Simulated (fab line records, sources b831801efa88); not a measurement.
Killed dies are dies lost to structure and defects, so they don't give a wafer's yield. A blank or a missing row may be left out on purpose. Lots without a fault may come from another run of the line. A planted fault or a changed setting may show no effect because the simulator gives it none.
Chamber matching | flow sky130 | SKY_LI_CONTACT_CMP_02 on cmp-01: 4 sister chambers
The step polishes PSG. 8 wafers are shown with their chamber, then 7 later ones without.

WAFERS WITH THEIR CHAMBER
wafer  | chamber | motor_current_A (A) | head_pressure_psi (psi)
L907.4 | 0       | 12.1                | 3.997
L911.3 | 2       | 12.1                | 3.991
L911.5 | 0       | 11.9                | 3.989
L912.1 | 3       | 10.5                | 3.989
L912.3 | 2       | 12.5                | 4.007
L912.6 | 1       | 12.6                | 3.990
L922.2 | 1       | 13.6                | 4.001
L922.4 | 3       | 11.3                | 3.991

WAFERS WITHOUT THEIR CHAMBER
wafer  | motor_current_A (A) | head_pressure_psi (psi)
L922.5 | 13.2                | 4.007
L923.2 | 12.2                | 4.005
L923.4 | 11.2                | 3.987
L923.5 | 12.3                | 4.006
L924.1 | 11.0                | 3.977
L924.3 | 12.3                | 4.007
L924.6 | 11.6                | 4.002

WHICH CHAMBER EACH WENT THROUGH
wafer  | from the rows above               | in truth
L922.5 | can't be placed: 1 or 2 or 0      | 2
L923.2 | can't be placed: 2 or 0 or 1      | 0
L923.4 | can't be placed: 3 or 0           | 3
L923.5 | can't be placed: 2 or 0 or 1      | 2
L924.1 | can't be placed: 3 or 0           | 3
L924.3 | can't be placed: 2 or 0 or 1      | 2
L924.6 | can't be placed: 0 or 2 or 3 or 1 | 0
Placed correctly: 0 of 7. Can't be placed from these rows: 7 (the true chamber is among the candidates in 7). Placed wrongly: 0.
How it was worked out, from the rows above alone: a wafer's distance from a chamber is the root of the sum, over the readings, of the square of ((its reading less the chamber's mean) divided by the reading's scatter). The wafer belongs to the nearest chamber; if the next one is less than 2 further off, it can't be placed. A chamber's mean is the mean of its shown wafers. The scatter: the root of (the sum of the squares of (reading less its chamber's mean) over the shown wafers, divided by (wafers less chambers)).
